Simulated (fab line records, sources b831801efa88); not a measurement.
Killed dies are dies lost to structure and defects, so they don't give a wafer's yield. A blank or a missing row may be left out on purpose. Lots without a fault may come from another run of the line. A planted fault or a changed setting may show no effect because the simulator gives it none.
fab line records | flow gf180mcu
record lots=11 wafers=33 last_day=34
route steps=602 shown HV_LDD@214 PSD@257 CONTACT@303
lots that met no fault: from a run of the same line without faults
start_h: hours from the record's first day to the start of the lot's first wafer shown | wait_h: hours since the lot's step before | " the same as in the row above | L1.1+2: a row that stands for several wafers | - no value, or no start given | * or withheld: withheld | < > ~ a bound
route shown NAME@n: a module of which the file shows steps, and the number in the route of the first | usual: mean/standard deviation of fault-free wafers | same: alike in all rows | chamber/n: place in a boat | sites: the reading at each site | _std_site: their standard deviation | _edge_site: outer sites' mean less inner sites' | radius_mm: how far each site lies from the wafer's centre | mask NAME#n: copy n | behind: the tool/chamber that last shaped the wafer | hold: why the lot was held/for how many hours/how that ended | device: the transistor (n, p or np) that didn't switch | end of line: the same wafers' tests at the end of the route | a step without rows: its recipe alone | killed: dies lost to structure and defects at the first sort, not the wafer's yield | map: a wafer's dies, x killed, . not, _ none there
set.NAME: the setting as run; set.NAME@STEP: as run at that earlier step | model.NAME: the simulator's own value behind a step, which no gauge read
steps of the route over a sample of lots; a table a step, a row a wafer
services: from which hour (start_h, from the record's first day; less than 0 if before it) a tool's chamber was out of use, for how many hours, and why
## steps
# step GF_HV_LDD_TW_MEAS_38
# usual HV_LDD_3_TW=1438/23
# columns lot.wafer tool chamber start_h wait_h HV_LDD_3_TW
L915.1 film_metro-02 - 250.63 0.1 1439
L915.2 " - " " 1446
L915.3 " - " " 1440
L917.1 film_metro-02 - 270.01 0.1 1435
L917.4 " - " " 1437
L917.5 " - " " 1432
L918.1 film_metro-03 - 275.16 0.1 1471
L918.2 " - " " 1474
L918.6 " - " " 1472
L920.2 film_metro-02 - 291.86 0.1 1426
L920.4 " - " " 1432
L920.5 " - " " 1427
L921.1 film_metro-02 - 302.13 0.1 1424
L921.5 " - " " 1426
L921.6 " - " " 1423
L922.3 film_metro-03 - 311.27 0.1 1471
L922.4 " - " " 1460
L922.5 " - " " 1467
L930.1 film_metro-03 - 371.90 0.1 1472
L930.4 " - " " 1464
L930.6 " - " " 1464
L932.1 film_metro-04 - 389.23 0.1 1416
L932.4 " - " " 1411
L932.6 " - " " 1413
L933.1 film_metro-02 - 395.75 0.1 1432
L933.3 " - " " 1438
L933.5 " - " " 1427
L934.3 film_metro-02 - 404.10 0.1 1429
L934.4 " - " " 1437
L934.5 " - " " 1437
L938.1 film_metro-03 - 434.15 0.1 1472
L938.5 " - " " 1475
L938.6 " - " " 1482
# step GF_PSD_IMPLANT_09
# recipe species=BF2 energy_kev=40 dose_cm2=1.5e+15 tilt_deg=7
# usual beam_on_s=9.97/0.2 end_station_pressure_torr=1.18e-05/6.3e-07 faraday_current_uA=8276/160
# same implant_ion_amu=49
# columns lot.wafer tool chamber start_h wait_h beam_on_s end_station_pressure_torr faraday_current_uA
L915.1 implanter-01 0 314.13 0.0 10.05 1.05e-05 8197
L915.2 " 0 " " 9.88 1.16e-05 8372
L915.3 " 0 " " 10.09 1.13e-05 8155
L917.1 implanter-03 0 334.73 0.0 9.73 1.16e-05 8475
L917.4 " 0 " " 10.24 1.13e-05 8060
L917.5 " 0 " " 9.89 1.19e-05 8332
L918.1 implanter-03 0 340.13 0.3 10.14 1.08e-05 8132
L918.2 " 0 " " 10.00 1.19e-05 8222
L918.6 " 0 " " 9.66 1.29e-05 8516
L920.2 implanter-02 0 358.96 0.0 10.17 1.17e-05 8135
L920.4 " 0 " " 10.02 1.22e-05 8238
L920.5 " 0 " " 9.96 1.14e-05 8277
L921.1 implanter-02 0 370.18 0.0 11.78 7.78e-05 6814
L921.5 " 0 " " 11.89 8.03e-05 6689
L921.6 " 0 " " 11.48 8.38e-05 7015
L922.3 implanter-02 0 382.32 0.1 11.75 7.44e-05 6835
L922.4 " 0 " " 11.60 8.39e-05 6916
L922.5 " 0 " " 12.14 7.9e-05 6609
L930.1 implanter-03 0 446.38 0.0 9.98 1.21e-05 8250
L930.4 " 0 " " 10.07 1.14e-05 8166
L930.6 " 0 " " 9.97 1.22e-05 8274
L932.1 implanter-02 0 464.43 0.0 10.18 1.22e-05 8041
L932.4 " 0 " " 10.28 1.19e-05 8010
L932.6 " 0 " " 9.79 1.26e-05 8409
L933.1 implanter-02 0 471.38 0.0 10.10 1.18e-05 8198
L933.3 " 0 " " 9.53 1.29e-05 8666
L933.5 " 0 " " 10.29 1.3e-05 7988
L934.3 implanter-02 0 480.82 0.1 9.68 1.15e-05 8532
L934.4 " 0 " " 9.94 1.14e-05 8318
L934.5 " 0 " " 10.33 1.08e-05 7984
L938.1 implanter-02 0 509.68 0.0 9.93 1.14e-05 8361
L938.5 " 0 " " 10.07 1.18e-05 8230
L938.6 " 0 " " 9.86 1.21e-05 8375
# step GF_PSD_STRIP_10
# recipe chemistry=O2/N2 power_w=1400 pressure_mtorr=1500 platen_temp_c=250 o2_flow_sccm=3000 n2_flow_sccm=300 overash_fraction=0.5
# usual drypump_motor_current_A=5.3/0.59 heater_power_w=325/26 n2_flow_sccm=299.8/0.97 oes_product_au=0.592/0.004 strip_time_to_endpoint_s=16.52/0.034
# columns lot.wafer tool chamber start_h wait_h drypump_motor_current_A heater_power_w n2_flow_sccm oes_product_au rf_hours_counter_h strip_time_to_endpoint_s
L915.1 plasma_asher-04 0 314.28 0.1 5.3 341 299.6 0.591 20 16.49
L915.2 " 1 " " 5.1 341 299.4 0.592 20 16.49
L915.3 " 1 " " 5.2 342 298.7 0.598 - 16.50
L917.1 plasma_asher-04 1 334.88 0.1 5.1 342 298.7 0.593 22 16.50
L917.4 " 0 " " 5.4 344 299.5 0.590 - 16.50
L917.5 " 0 " " 5.3 338 301.1 0.589 - 16.51
L918.1 plasma_asher-04 0 340.28 0.1 5.3 333 299.5 0.594 23 16.54
L918.2 " 1 " " 5.1 334 299.8 0.583 23 16.46
L918.6 " 1 " " 5.1 339 300.4 0.595 - 16.47
L920.2 plasma_asher-03 1 359.08 0.1 5.0 308 301.2 0.592 68 16.55
L920.4 " 1 " " 5.0 300 301.5 0.586 - 16.54
L920.5 " 0 " " 4.9 285 299.3 0.590 - 16.53
L921.1 plasma_asher-03 1 370.33 0.1 4.9 309 300.0 0.575 70 17.08
L921.5 " 1 " " 5.0 304 300.4 0.576 - 17.10
L921.6 " 0 " " 4.8 292 299.1 0.581 - 17.09
L922.3 plasma_asher-01 1 382.46 0.1 5.5 378 301.7 0.582 - 17.08
L922.4 " 0 " " 6.8 324 299.5 0.578 - 17.09
L922.5 " 0 " " 6.8 326 299.1 0.578 - 17.08
L930.1 plasma_asher-03 1 446.53 0.1 4.9 313 299.8 0.591 1 16.59
L930.4 " 0 " " 4.9 304 299.2 0.595 - 16.57
L930.6 " 0 " " 4.9 306 298.8 0.600 - 16.58
L932.1 plasma_asher-03 1 464.58 0.1 4.9 312 302.2 0.595 3 16.58
L932.4 " 1 " " 5.0 306 301.2 0.599 - 16.53
L932.6 " 0 " " 4.9 309 299.8 0.595 - 16.52
L933.1 plasma_asher-01 0 471.53 0.1 6.7 326 300.7 0.592 87 16.54
L933.3 " 0 " " 6.8 337 299.0 0.592 - 16.57
L933.5 " 1 " " 5.6 379 299.7 0.593 - 16.53
L934.3 plasma_asher-03 1 480.96 0.1 5.0 311 299.8 0.586 - 16.54
L934.4 " 0 " " 4.9 302 299.8 0.593 - 16.57
L934.5 " 1 " " 4.9 308 299.2 0.592 - 16.56
L938.1 plasma_asher-03 1 509.83 0.1 5.0 304 299.6 0.596 8 16.48
L938.5 " 0 " " 4.9 308 299.0 0.595 - 16.49
L938.6 " 1 " " 4.9 301 298.2 0.587 - 16.48
# step GF_PSD_TW_MEAS_11
# usual PSD_TW=3163/24
# columns lot.wafer tool chamber start_h wait_h PSD_TW
L915.1 film_metro-01 - 314.38 0.1 3190
L915.2 " - " " 3194
L915.3 " - " " 3190
L917.1 film_metro-01 - 334.98 0.1 3199
L917.4 " - " " 3191
L917.5 " - " " 3186
L918.1 film_metro-04 - 340.38 0.1 3126
L918.2 " - " " 3120
L918.6 " - " " 3119
L920.2 film_metro-02 - 359.19 0.1 3179
L920.4 " - " " 3187
L920.5 " - " " 3158
L921.1 film_metro-04 - 370.43 0.1 3264
L921.5 " - " " 3253
L921.6 " - " " 3251
L922.3 film_metro-04 - 382.54 0.1 3264
L922.4 " - " " 3264
L922.5 " - " " 3244
L930.1 film_metro-01 - 446.63 0.1 3185
L930.4 " - " " 3196
L930.6 " - " " 3197
L932.1 film_metro-01 - 464.68 0.1 3154
L932.4 " - " " 3145
L932.6 " - " " 3126
L933.1 film_metro-02 - 471.63 0.1 3198
L933.3 " - " " 3176
L933.5 " - " " 3175
L934.3 film_metro-04 - 481.04 0.1 3113
L934.4 " - " " 3143
L934.5 " - " " 3120
L938.1 film_metro-04 - 509.93 0.1 3148
L938.5 " - " " 3150
L938.6 " - " " 3143
# step GF_PSD_RS_MEAS_15
# recipe thk_meas_gauge=four-point-probe
# usual PSD_RS=108.52/0.25
# columns lot.wafer tool chamber start_h wait_h PSD_RS[ohm/sq]
L915.1 film_metro-01 - 314.69 0.1 108.49
L915.2 " - " " 108.62
L915.3 " - " " 108.47
L917.1 film_metro-01 - 335.29 0.1 108.58
L917.4 " - " " 108.55
L917.5 " - " " 108.44
L918.1 film_metro-01 - 340.70 0.1 108.26
L918.2 " - " " 108.62
L918.6 " - " " 108.72
L920.2 film_metro-01 - 359.51 0.1 108.44
L920.4 " - " " 108.19
L920.5 " - " " 108.30
L921.1 film_metro-01 - 370.75 0.1 105.41
L921.5 " - " " 105.61
L921.6 " - " " 105.20
L922.3 film_metro-04 - 382.88 0.1 105.11
L922.4 " - " " 105.04
L922.5 " - " " 105.53
L930.1 film_metro-02 - 446.95 0.1 108.41
L930.4 " - " " 108.26
L930.6 " - " " 108.19
L932.1 film_metro-04 - 465.00 0.1 108.68
L932.4 " - " " 108.62
L932.6 " - " " 108.70
L933.1 film_metro-04 - 471.94 0.1 108.36
L933.3 " - " " 108.48
L933.5 " - " " 108.24
L934.3 film_metro-02 - 481.38 0.1 108.80
L934.4 " - " " 108.62
L934.5 " - " " 108.39
L938.1 film_metro-01 - 510.24 0.1 108.40
L938.5 " - " " 108.35
L938.6 " - " " 108.61
# step GF_CONTACT_ETCH_16
# recipe chemistry=N2/H2 target_depth_a=withheld overetch_a=withheld time_s=withheld target=BARC ion_energy_ev=200 source_w=500 bias_w=103.5 pressure_mtorr=30 n2_flow_sccm=100 h2_flow_sccm=200
# usual drypump_motor_current_A=5.5/0.55 n2_flow_sccm=100.0/0.31 oes_product_au=0.854/0.0047 throttle_valve_pct=13.226/0.0087
# columns lot.wafer tool chamber start_h wait_h drypump_motor_current_A n2_flow_sccm oes_product_au throttle_valve_pct
L915.1 rie_diel-04 3 359.23 0.0 5.3 100.0 0.851 13.229
L915.2 " 0 " " 5.3 99.5 0.848 13.217
L915.3 " 2 " " 6.6 99.8 0.852 13.216
L917.1 rie_diel-04 1 381.48 0.0 4.7 100.4 0.853 13.205
L917.4 " 2 " " 6.6 99.7 0.856 13.232
L917.5 " 3 " " 5.3 100.1 0.851 13.230
L918.1 rie_diel-01 3 386.80 0.0 6.0 100.1 0.859 13.217
L918.2 " 1 " " 5.2 100.2 0.861 13.230
L918.6 " 1 " " 5.2 99.9 0.848 13.233
L920.2 rie_diel-03 1 407.23 0.0 5.0 100.1 0.855 13.220
L920.4 " 0 " " 5.6 99.9 0.858 13.229
L920.5 " 0 " " 5.6 100.1 0.850 13.218
L921.1 rie_diel-04 0 418.88 0.0 5.3 100.4 0.861 13.230
L921.5 " 2 " " 6.6 100.4 0.861 13.227
L921.6 " 1 " " 4.7 100.2 0.852 13.235
L922.3 rie_diel-04 1 431.83 0.0 4.7 100.0 0.859 13.244
L922.4 " 3 " " 5.3 99.7 0.854 13.235
L922.5 " 3 " " 5.3 99.9 0.856 13.236
L930.1 rie_diel-04 3 496.25 0.0 5.3 100.3 0.851 13.221
L930.4 " 0 " " 5.3 100.1 0.856 13.220
L930.6 " 3 " " 5.3 100.0 0.855 13.221
L932.1 rie_diel-04 3 514.13 0.0 5.3 100.3 0.857 13.242
L932.4 " 1 " " 4.7 99.2 0.860 13.207
L932.6 " 3 " " 5.3 100.1 0.852 13.240
L933.1 rie_diel-04 2 520.73 0.0 6.6 100.1 0.857 13.242
L933.3 " 0 " " 5.3 100.4 0.855 13.227
L933.5 " 1 " " 4.7 99.9 0.857 13.227
L934.3 rie_diel-01 3 530.43 0.0 6.0 100.0 0.858 13.222
L934.4 " 2 " " 5.8 99.7 0.850 13.231
L934.5 " 3 " " 6.0 99.8 0.857 13.215
L938.1 rie_diel-04 0 557.15 0.0 5.3 99.9 0.847 13.232
L938.5 " 2 " " 6.6 99.9 0.849 13.220
L938.6 " 1 " " 4.7 99.8 0.862 13.221
# step GF_CONTACT_SPUTTER_22
# recipe material=Ti target_thk_nm=15 chamber_pressure_pa=5 power_w=2500 substrate_temp_c=200 time_s=80.02
# usual throttle_valve_pct=29.9/0.83
# same time_s=80.02
# columns lot.wafer tool chamber start_h wait_h throttle_valve_pct
L915.1 pvd_sputter-04 - 359.69 0.0 28.9
L915.2 " - " " 29.7
L915.3 " - " " 31.6
L917.1 pvd_sputter-04 - 381.94 0.0 30.0
L917.4 " - " " 29.1
L917.5 " - " " 30.2
L918.1 pvd_sputter-02 - 387.27 0.0 30.6
L918.2 " - " " 29.1
L918.6 " - " " 29.3
L920.2 pvd_sputter-04 - 407.69 0.0 29.0
L920.4 " - " " 28.9
L920.5 " - " " 30.5
L921.1 pvd_sputter-04 - 419.36 0.0 30.1
L921.5 " - " " 31.5
L921.6 " - " " 29.2
L922.3 pvd_sputter-01 - 432.29 0.0 29.5
L922.4 " - " " 30.3
L922.5 " - " " 29.5
L930.1 pvd_sputter-04 - 496.72 0.0 30.2
L930.4 " - " " 28.9
L930.6 " - " " 29.0
L932.1 pvd_sputter-01 - 514.59 0.0 30.6
L932.4 " - " " 29.3
L932.6 " - " " 29.8
L933.1 pvd_sputter-01 - 521.19 0.0 30.2
L933.3 " - " " 30.6
L933.5 " - " " 30.6
L934.3 pvd_sputter-04 - 530.91 0.0 30.0
L934.4 " - " " 31.7
L934.5 " - " " 30.0
L938.1 pvd_sputter-02 - 557.61 0.0 30.3
L938.5 " - " " 29.1
L938.6 " - " " 30.5
## services
# columns tool chamber start_h hours kind
rie_diel-04 2 306.55 4.8 repair
pvd_sputter-01 - 313.26 2.0 repair
rie_diel-01 - 331.65 0.7 repair
plasma_asher-03 - 333.60 3.8 repair
pvd_sputter-04 - 340.83 2.8 repair
rie_diel-04 1 343.20 13.8 repair
pvd_sputter-01 - 352.58 3.8 repair
pvd_sputter-01 - 381.12 1.4 repair
pvd_sputter-01 - 383.67 3.6 repair
rie_diel-01 1 405.45 7.4 repair
rie_diel-01 - 418.66 15.6 pm
plasma_asher-03 - 421.25 9.0 pm
pvd_sputter-01 - 426.53 5.4 repair
plasma_asher-03 - 432.21 2.2 repair
implanter-02 - 433.18 1.9 repair
pvd_sputter-02 - 433.55 6.3 repair
rie_diel-04 1 441.36 9.6 repair
implanter-02 - 442.21 6.4 repair
rie_diel-01 2 442.68 5.8 repair
pvd_sputter-01 - 470.14 4.0 repair
implanter-03 - 479.68 5.2 repair
rie_diel-04 1 482.65 1.8 repair
pvd_sputter-04 - 524.05 4.8 repair
pvd_sputter-04 - 543.11 1.9 repair
## key
first_sign step=GF_PSD_IMPLANT_09 reading=end_station_pressure_torr direction=up sigmas=99+ usual=1.18e-05 struck=7.99e-05
effect step=GF_PSD_IMPLANT_09 reading=beam_on_s direction=up sigmas=9.2 usual=9.97 struck=11.77
effect step=GF_PSD_STRIP_10 reading=strip_time_to_endpoint_s direction=up sigmas=17 usual=* struck=*
effect step=GF_PSD_TW_MEAS_11 reading=PSD_TW direction=up sigmas=3.9 usual=3163 struck=3257
effect step=GF_PSD_RS_MEAS_15 reading=PSD_RS direction=down sigmas=13 usual=108.52 struck=105.31
met_at GF_PSD_IMPLANT_09
struck_lots L921,L922
tester_left_out L921,L922
not_acting_at GF_HV_LDD_TW_MEAS_38,GF_CONTACT_ETCH_16,GF_CONTACT_SPUTTER_22
onset_between 358.96 370.18
fault kind=process_parameter_drift tool=implanter-02 chamber=- onset_h=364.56 steps=GF_PSD_IMPLANT_09 channel=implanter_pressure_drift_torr offset=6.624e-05 shape=step end_h=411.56
fault kind=process_parameter_drift tool=implanter-02 chamber=- onset_h=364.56 steps=GF_PSD_IMPLANT_09 channel=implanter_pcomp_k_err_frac offset=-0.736 shape=step end_h=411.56
# tester_left_out: of these lots the tester's yield and bins aren't shown, on N5 and GAA mostly nor the transistor test; their killed dies are dies lost to structure and defects alone, not to doping, threshold or leakage, so they don't give the yield
